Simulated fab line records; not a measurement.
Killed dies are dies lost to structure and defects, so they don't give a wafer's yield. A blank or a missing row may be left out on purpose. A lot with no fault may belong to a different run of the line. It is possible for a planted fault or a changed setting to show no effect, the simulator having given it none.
fab line records ; flow sky130
record lots=13; wafers=36; last_day=50
route steps=708 shown VT_ADJUST_NCORE@129 CAP2M@616 METAL4@631 METAL5@675 PAD_OPEN@708
lots untouched by any fault: they come from a run of this same line in which no faults occurred
start_h: the number of hours between the record's first day and the start of the first shown wafer of the lot ; wait_h: how many hours have passed since the lot's step before this one ; " identical to the entry in the row above ; L1.1+2: a row that stands for several wafers ; - value missing, or start not given ; * or withheld: withheld ; < > ~ a bound
route shown NAME@n: names a module that has steps shown in the file, with the first one's number in the route ; usual: average and standard deviation across the fault-free wafers ; same: alike in all rows ; chamber/n: place in a boat ; sites: each site's reading ; _std_site: how widely they spread, as a standard deviation ; _edge_site: the outer-site mean with the inner-site mean subtracted ; radius_mm: for every site, how far away it sits from the centre of the wafer ; mask NAME#n: copy n ; behind: the tool/chamber that last shaped the wafer ; hold: what put the lot on hold/how long, in hours/how the hold closed ; device: the transistor (n, p or np) that didn't switch ; end of line: at the end of the route, the tests of the same wafers ; a step without rows: its recipe alone ; killed: count of dies lost to structure and defects at first sort (not the wafer's yield) ; map: the dies of a wafer, with x for killed, . for not killed, _ for no die there
set.NAME: the setting the step ran with; set.NAME@STEP: the setting that earlier step ran with ; model.NAME: the simulator's own value behind a step, which no gauge read
route steps across a sampled set of lots; one table per step, one row per wafer
services: from which hour (start_h, from the record's first day; less than 0 if before it) a tool's chamber was out of use, for how many hours, and why
## steps
# step SKY_VT_ADJUST_NCORE_STRIP_10
# recipe chemistry=O2/N2; power_w=1400; pressure_mtorr=1500; platen_temp_c=withheld; o2_flow_sccm=3000; n2_flow_sccm=300; overash_fraction=0.5
# usual drypump_motor_current_A=5.7/0.39; oes_product_au=0.715/0.0044; strip_time_to_endpoint_s=14.18/0.039
lot.wafer;tool;chamber;start_h;wait_h;drypump_motor_current_A;oes_product_au;rf_hours_counter_h;strip_time_to_endpoint_s
L412.1;plasma_asher-03;1;195.44;0.1;5.5;0.710;8;14.16
L412.4;plasma_asher-03;0;195.44;0.1;5.3;0.712;-;14.17
L412.6;plasma_asher-03;1;195.44;0.1;5.5;0.713;-;14.20
L413.2;plasma_asher-01;0;202.72;0.1;5.4;0.715;51;14.15
L413.4;plasma_asher-01;0;202.72;0.1;5.4;0.718;-;14.18
L413.5;plasma_asher-01;0;202.72;0.1;5.4;0.716;-;14.13
L414.1;plasma_asher-01;1;204.67;0.1;6.1;0.713;51;14.20
L414.2;plasma_asher-01;0;204.67;0.1;5.4;0.717;51;14.18
L414.6;plasma_asher-01;1;204.67;0.1;6.1;0.712;-;14.21
L415.3;plasma_asher-03;0;212.77;0.1;5.3;0.714;-;14.20
L415.4;plasma_asher-03;1;212.77;0.1;5.5;0.712;-;14.18
L415.5;plasma_asher-03;0;212.77;0.1;5.3;0.714;-;14.19
L416.3;plasma_asher-03;0;216.82;0.1;5.3;0.715;-;14.19
L416.5;plasma_asher-03;0;216.82;0.1;5.3;0.719;-;14.19
L416.6;plasma_asher-03;1;216.82;0.1;5.5;0.713;-;14.16
L418.2;plasma_asher-03;0;227.84;0.1;5.3;0.710;10;14.18
L418.3;plasma_asher-03;1;227.84;0.1;5.4;0.715;-;14.19
L419.1;plasma_asher-01;0;236.59;0.1;5.4;0.716;54;14.19
L419.3;plasma_asher-01;0;236.59;0.1;5.4;0.726;-;14.15
L419.5;plasma_asher-01;1;236.59;0.1;6.1;0.709;-;14.15
L421.1;plasma_asher-01;1;246.49;0.1;6.1;0.719;55;14.13
L421.2;plasma_asher-01;0;246.49;0.1;5.4;0.725;55;14.16
L421.3;plasma_asher-01;1;246.49;0.1;6.1;0.712;-;14.13
L420.1;plasma_asher-03;0;247.39;0.1;5.3;0.712;12;14.17
L420.5;plasma_asher-03;0;247.39;0.1;5.3;0.711;-;14.17
L422.1;plasma_asher-03;1;255.64;0.1;5.6;0.720;13;14.18
L422.3;plasma_asher-03;0;255.64;0.1;5.3;0.713;-;14.19
L422.6;plasma_asher-03;1;255.64;0.1;5.5;0.716;-;14.17
L433.1;plasma_asher-01;0;338.57;0.1;5.3;0.716;64;14.20
L433.2;plasma_asher-01;1;338.57;0.1;6.1;0.717;64;14.18
L433.4;plasma_asher-01;0;338.57;0.1;5.3;0.710;-;14.19
L434.1;plasma_asher-01;0;347.52;0.1;5.4;0.716;65;14.10
L434.2;plasma_asher-01;1;347.52;0.1;6.1;0.708;65;14.13
L434.4;plasma_asher-01;0;347.52;0.1;5.4;0.713;-;14.12
L435.3;plasma_asher-03;0;351.20;0.1;5.3;0.717;-;14.12
L435.5;plasma_asher-03;0;351.20;0.1;5.3;0.713;-;14.11
# step SKY_CAP2M_METAL_ETCH_13
# recipe target_depth_nm=220; stop_on=SiO2; chemistry=Cl2/BCl3; target=TiN; pressure_mtorr=10; icp_w=900; bias_w=48.5; Cl2_flow_sccm=60; bcl3_flow_sccm=30; time_s=62.9
# usual drypump_motor_current_A=5.5/0.45; oes_product_au=0.940/0.0068; throttle_valve_pct=21.901/0.0098
lot.wafer;tool;chamber;start_h;wait_h;drypump_motor_current_A;oes_product_au;rf_hours_counter_h;throttle_valve_pct
L412.1;rie_metal-04;0;970.44;0.0;6.1;0.935;14;21.904
L412.4;rie_metal-04;0;970.44;0.0;6.1;0.940;-;21.905
L412.6;rie_metal-04;1;970.44;0.0;5.0;0.938;-;21.891
L414.1;rie_metal-03;1;979.47;0.0;5.2;0.945;2;21.900
L414.2;rie_metal-03;0;979.47;0.0;5.8;0.944;17;21.906
L414.6;rie_metal-03;1;979.47;0.0;5.2;0.939;-;21.885
L413.2;rie_metal-02;1;982.75;0.0;4.7;0.953;12;21.882
L413.4;rie_metal-02;0;982.75;0.0;6.0;0.956;-;21.899
L413.5;rie_metal-02;1;982.75;0.0;4.7;0.948;-;21.920
L415.3;rie_metal-04;1;987.67;0.0;5.0;0.941;-;21.912
L415.4;rie_metal-04;0;987.67;0.0;6.1;0.958;-;21.898
L415.5;rie_metal-04;0;987.67;0.0;6.1;0.945;-;21.918
L416.3;rie_metal-03;1;993.24;0.0;5.3;0.923;-;21.894
L416.5;rie_metal-03;0;993.24;0.0;5.8;0.934;-;21.909
L416.6;rie_metal-03;1;993.24;0.0;5.2;0.928;-;21.889
L418.2;rie_metal-03;0;1000.99;0.0;5.8;0.940;18;21.892
L418.3;rie_metal-03;1;1000.99;0.0;5.2;0.942;-;21.879
L419.1;rie_metal-02;1;1014.82;0.0;4.7;0.941;14;21.890
L419.3;rie_metal-02;1;1014.82;0.0;4.7;0.932;-;21.910
L419.5;rie_metal-02;0;1014.82;0.0;6.0;0.940;-;21.910
L421.1;rie_metal-03;1;1021.15;0.0;5.3;0.950;5;21.889
L421.2;rie_metal-03;0;1021.15;0.0;5.8;0.947;20;21.902
L421.3;rie_metal-03;1;1021.15;0.0;5.2;0.947;-;21.908
L420.1;rie_metal-03;1;1023.54;0.0;5.2;0.943;5;21.914
L420.5;rie_metal-03;0;1023.54;0.0;5.8;0.946;-;21.908
L422.1;rie_metal-04;0;1029.60;0.0;6.1;0.946;17;21.904
L422.3;rie_metal-04;1;1029.60;0.0;5.0;0.945;-;21.902
L422.6;rie_metal-04;1;1029.60;0.0;5.0;0.945;-;21.889
L433.1;rie_metal-03;0;1099.32;0.0;5.8;0.957;2;21.877
L433.2;rie_metal-03;1;1099.32;0.0;5.2;0.950;10;21.885
L433.4;rie_metal-03;1;1099.32;0.0;5.2;0.945;-;21.893
L434.1;rie_metal-04;1;1104.22;0.0;5.1;0.941;16;21.889
L434.2;rie_metal-04;0;1104.22;0.0;6.1;0.930;22;21.909
L434.4;rie_metal-04;1;1104.22;0.0;5.1;0.943;-;21.898
L435.3;rie_metal-02;0;1105.01;0.0;6.0;0.944;-;21.887
L435.5;rie_metal-02;1;1105.01;0.0;4.7;0.947;-;21.885
# step SKY_METAL4_DESCUM_15
# recipe chemistry=O2; source_power_w=150; bias_power_w=0; pressure_mtorr=10; temp_c=40; time_s=8
# usual drypump_motor_current_A=5.5/0.54; oes_product_au=1.002/0.0088
lot.wafer;tool;chamber;start_h;wait_h;drypump_motor_current_A;oes_product_au;rf_hours_counter_h
L412.1;rie_metal-02;1;994.79;0.0;4.7;0.997;12
L412.4;rie_metal-02;0;994.79;0.0;6.0;1.014;-
L412.6;rie_metal-02;1;994.79;0.0;4.7;1.005;-
L414.1;rie_metal-01;1;1003.42;0.0;5.1;0.998;13
L414.2;rie_metal-01;0;1003.42;0.0;5.6;1.019;18
L414.6;rie_metal-01;0;1003.42;0.0;5.6;1.005;-
L413.2;rie_metal-04;0;1007.22;0.0;6.1;1.006;16
L413.4;rie_metal-04;1;1007.22;0.0;5.0;1.006;-
L413.5;rie_metal-04;1;1007.22;0.0;5.0;1.008;-
L415.3;rie_metal-02;0;1011.50;0.0;6.0;1.009;-
L415.4;rie_metal-02;1;1011.50;0.0;4.7;0.995;-
L415.5;rie_metal-02;1;1011.50;0.0;4.7;0.992;-
L416.3;rie_metal-04;0;1017.45;0.0;6.1;1.012;-
L416.5;rie_metal-04;1;1017.45;0.0;5.0;0.993;-
L416.6;rie_metal-04;0;1017.45;0.0;6.1;0.994;-
L418.2;rie_metal-02;0;1024.89;0.0;6.0;1.009;8
L418.3;rie_metal-02;0;1024.89;0.0;6.0;1.008;-
L419.1;rie_metal-04;1;1038.19;0.0;5.1;0.985;12
L419.3;rie_metal-04;1;1038.19;0.0;5.0;0.982;-
L419.5;rie_metal-04;1;1038.19;0.0;5.1;0.999;-
L421.1;rie_metal-04;1;1044.22;0.0;5.0;0.993;12
L421.2;rie_metal-04;0;1044.22;0.0;6.1;0.991;18
L421.3;rie_metal-04;1;1044.22;0.0;5.0;0.992;-
L420.1;rie_metal-02;1;1047.37;0.0;4.7;0.996;16
L420.5;rie_metal-02;0;1047.37;0.0;6.0;0.998;-
L422.1;rie_metal-02;0;1052.12;0.0;6.0;0.998;10
L422.3;rie_metal-02;0;1052.12;0.0;6.0;1.006;-
L422.6;rie_metal-02;1;1052.12;0.0;4.7;0.995;-
L433.1;rie_metal-04;0;1119.84;0.0;6.1;1.020;23
L433.2;rie_metal-04;1;1119.84;0.0;5.0;0.998;17
L433.4;rie_metal-04;0;1119.84;0.0;6.1;1.006;-
L434.1;rie_metal-04;1;1125.27;0.0;5.0;1.004;17
L434.2;rie_metal-04;0;1125.27;0.0;6.1;1.008;23
L434.4;rie_metal-04;1;1125.27;0.0;5.1;1.005;-
L435.3;rie_metal-01;0;1126.35;0.0;5.6;1.000;-
L435.5;rie_metal-01;0;1126.35;0.0;5.6;1.003;-
# step SKY_METAL5_DESCUM_14
# recipe chemistry=O2; source_power_w=150; bias_power_w=0; pressure_mtorr=10; temp_c=40; time_s=11
# usual drypump_motor_current_A=5.4/0.4; oes_product_au=1.001/0.0098
lot.wafer;tool;chamber;start_h;wait_h;drypump_motor_current_A;oes_product_au;rf_hours_counter_h
L412.1;rie_metal-01;0;1042.78;0.1;5.6;1.016;20
L412.4;rie_metal-01;1;1042.78;0.1;5.1;0.988;-
L412.6;rie_metal-01;0;1042.78;0.1;5.6;1.011;-
L414.1;rie_metal-03;1;1051.43;0.1;5.2;0.982;6
L414.2;rie_metal-03;0;1051.43;0.1;5.8;1.010;21
L414.6;rie_metal-03;0;1051.43;0.1;5.8;0.993;-
L413.2;rie_metal-01;1;1054.10;0.1;5.1;0.992;16
L413.4;rie_metal-01;0;1054.10;0.1;5.6;1.013;-
L413.5;rie_metal-01;1;1054.10;0.1;5.0;0.991;-
L415.3;rie_metal-04;0;1059.54;0.1;6.1;1.012;-
L415.4;rie_metal-04;1;1059.54;0.1;5.1;0.996;-
L415.5;rie_metal-04;1;1059.54;0.1;5.1;1.001;-
L416.3;rie_metal-01;0;1063.89;0.1;5.6;1.005;-
L416.5;rie_metal-01;1;1063.89;0.1;5.0;0.989;-
L416.6;rie_metal-01;0;1063.89;0.1;5.5;1.002;-
L418.2;rie_metal-04;0;1070.83;0.1;6.1;1.021;20
L418.3;rie_metal-04;0;1070.83;0.1;6.1;1.010;-
L419.1;rie_metal-04;1;1084.73;0.1;5.0;0.992;15
L419.3;rie_metal-04;1;1084.73;0.1;5.0;1.010;-
L419.5;rie_metal-04;0;1084.73;0.1;6.1;1.007;-
L421.1;rie_metal-03;1;1088.73;0.1;5.2;1.003;9
L421.2;rie_metal-03;0;1088.73;0.1;5.8;1.014;1
L421.3;rie_metal-03;1;1088.73;0.1;5.3;0.992;-
L420.1;rie_metal-01;0;1093.18;0.1;5.6;0.998;24
L420.5;rie_metal-01;0;1093.18;0.1;5.6;1.000;-
L422.1;rie_metal-01;1;1096.50;0.1;5.1;0.994;20
L422.3;rie_metal-01;0;1096.50;0.1;5.6;0.994;-
L422.6;rie_metal-01;1;1096.50;0.1;5.1;0.992;-
L433.1;rie_metal-01;1;1160.35;0.1;5.0;0.998;25
L433.2;rie_metal-01;0;1160.35;0.1;5.6;1.009;30
L433.4;rie_metal-01;1;1160.35;0.1;5.1;1.004;-
L434.1;rie_metal-04;0;1164.93;0.1;6.1;1.014;27
L434.2;rie_metal-04;1;1164.93;0.1;5.1;1.004;21
L434.4;rie_metal-04;1;1164.93;0.1;5.1;1.007;-
L435.3;rie_metal-03;1;1166.19;0.1;5.2;0.977;-
L435.5;rie_metal-03;0;1166.19;0.1;5.8;1.005;-
# step SKY_PAD_OPEN_PROBE_99
# usual killed_at_M0_to_M3=44/6.3; killed_at_M4_up=3.1/1.8; killed_at_contacts=25/5.1; killed_at_front_end=15/4.1; killed_at_other=0.3/0.71; killed_dies=87/8.8; killed_open=47/6.8; killed_short=40/6.7
# same gross_dies=492; killed_at_back_side=0
lot.wafer;tool;chamber;start_h;wait_h;killed_at_M0_to_M3;killed_at_M4_up;killed_at_contacts;killed_at_front_end;killed_at_other;killed_dies;killed_open;killed_short
L433.1;prober-01;-;1197.51;0.1;48;2;24;11;0;85;46;39
L433.2;prober-01;-;1197.56;0.1;36;3;38;63;0;140;50;47
L433.4;prober-01;-;1197.66;0.2;31;0;33;9;0;73;41;32
L434.1;prober-02;-;1201.53;0.1;49;4;21;13;0;87;41;46
L434.2;prober-02;-;1201.58;0.1;30;1;32;54;0;117;42;29
L434.4;prober-02;-;1201.68;0.2;44;1;30;16;0;91;50;41
# killed by level:class
L433.1 VIA1:geometric_particle:open=9 CONTACT:geometric_particle:short=7 LI_CONTACT:geometric_particle:open=7 VIA1:geometric_particle:short=7 VIA2:geometric_particle:open=7 VIA3:geometric_particle:open=7 METAL2:geometric_particle:short=6 CONTACT:geometric_particle:open=6
L433.2 VT_ADJUST_NCORE:unspecified=43 CONTACT:geometric_particle:open=16 VIA1:geometric_particle:open=10 LOCAL_INTERCONNECT:geometric_particle:short=7 LI_CONTACT:geometric_particle:open=6 CONTACT:geometric_particle:short=6 VIA3:geometric_particle:open=6 FIELD_ISO:geometric_particle:short=5
L433.4 CONTACT:geometric_particle:open=10 LOCAL_INTERCONNECT:geometric_particle:short=9 VIA1:geometric_particle:open=9 VIA2:geometric_particle:open=5 CONTACT:geometric_particle:short=5 LI_CONTACT:geometric_particle:open=4 VIA3:geometric_particle:open=4 LOCAL_INTERCONNECT:geometric_particle:open=3
L434.1 VIA1:geometric_particle:open=11 VIA1:geometric_particle:short=9 LI_CONTACT:geometric_particle:open=6 METAL2:geometric_particle:short=6 CONTACT:geometric_particle:short=6 VIA2:geometric_particle:short=6 CONTACT:geometric_particle:open=5 FIELD_ISO:geometric_particle:short=3
L434.2 VT_ADJUST_NCORE:unspecified=46 CONTACT:geometric_particle:open=11 LI_CONTACT:geometric_particle:open=7 VIA1:geometric_particle:open=6 LI_CONTACT:geometric_particle:short=4 LOCAL_INTERCONNECT:geometric_particle:short=4 CONTACT:geometric_particle:short=4 VIA2:geometric_particle:open=4
L434.4 CONTACT:geometric_particle:open=13 VIA1:geometric_particle:open=10 VIA1:geometric_particle:short=9 POLY_GATE:geometric_particle:short=6 LI_CONTACT:geometric_particle:open=6 CONTACT:geometric_particle:short=6 VIA2:geometric_particle:open=5 VIA3:geometric_particle:open=5
## services
tool;chamber;start_h;hours;kind
rie_metal-01;-;273.91;1.0;repair
rie_metal-03;0;338.66;2.2;repair
rie_metal-01;-;431.02;0.3;repair
rie_metal-03;1;439.72;7.5;repair
rie_metal-01;1;468.63;4.5;repair
rie_metal-03;-;477.02;1.4;pm
rie_metal-01;-;545.56;5.4;repair
rie_metal-03;0;602.99;10.9;repair
rie_metal-04;-;609.64;28.1;pm
rie_metal-03;-;632.22;0.8;repair
rie_metal-01;-;645.55;2.8;pm
rie_metal-04;0;662.04;2.7;repair
rie_metal-04;0;680.06;6.3;repair
rie_metal-03;-;684.81;15.6;pm
rie_metal-04;-;700.23;0.5;repair
rie_metal-04;-;727.01;0.2;repair
rie_metal-04;-;731.99;1.4;pm
rie_metal-03;-;787.59;2.8;pm
rie_metal-04;0;836.80;2.4;repair
rie_metal-04;-;857.12;2.8;pm
rie_metal-04;1;899.53;11.4;repair
rie_metal-03;1;1083.41;3.6;repair
rie_metal-01;1;1137.60;1.6;repair
rie_metal-01;1;1163.49;29.1;repair
## key
first_sign step=SKY_PAD_OPEN_PROBE_99; reading=killed_at_front_end; direction=up; sigmas=11; usual=15; struck=58
effect step=SKY_PAD_OPEN_PROBE_99; reading=killed_dies; direction=up; sigmas=4.8; usual=87; struck=128
met_at SKY_VT_ADJUST_NCORE_STRIP_10
struck_lots L433,L434
struck_wafers L433.2,L434.2
tester_left_out L433,L434
not_acting_at SKY_CAP2M_METAL_ETCH_13,SKY_METAL4_DESCUM_15,SKY_METAL5_DESCUM_14
onset_between 246.49 338.57
fault kind=chamber_particle_source; tool=plasma_asher-01; chamber=1; onset_h=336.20; steps=SKY_VT_ADJUST_NCORE_STRIP_10; rate_per_visit_cm2=0.78487; end_h=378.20
# tester_left_out: of these lots the tester's yield and bins aren't shown, on N5 and GAA mostly nor the transistor test; their killed dies are dies lost to structure and defects alone, not to doping, threshold or leakage, so they don't give the yield
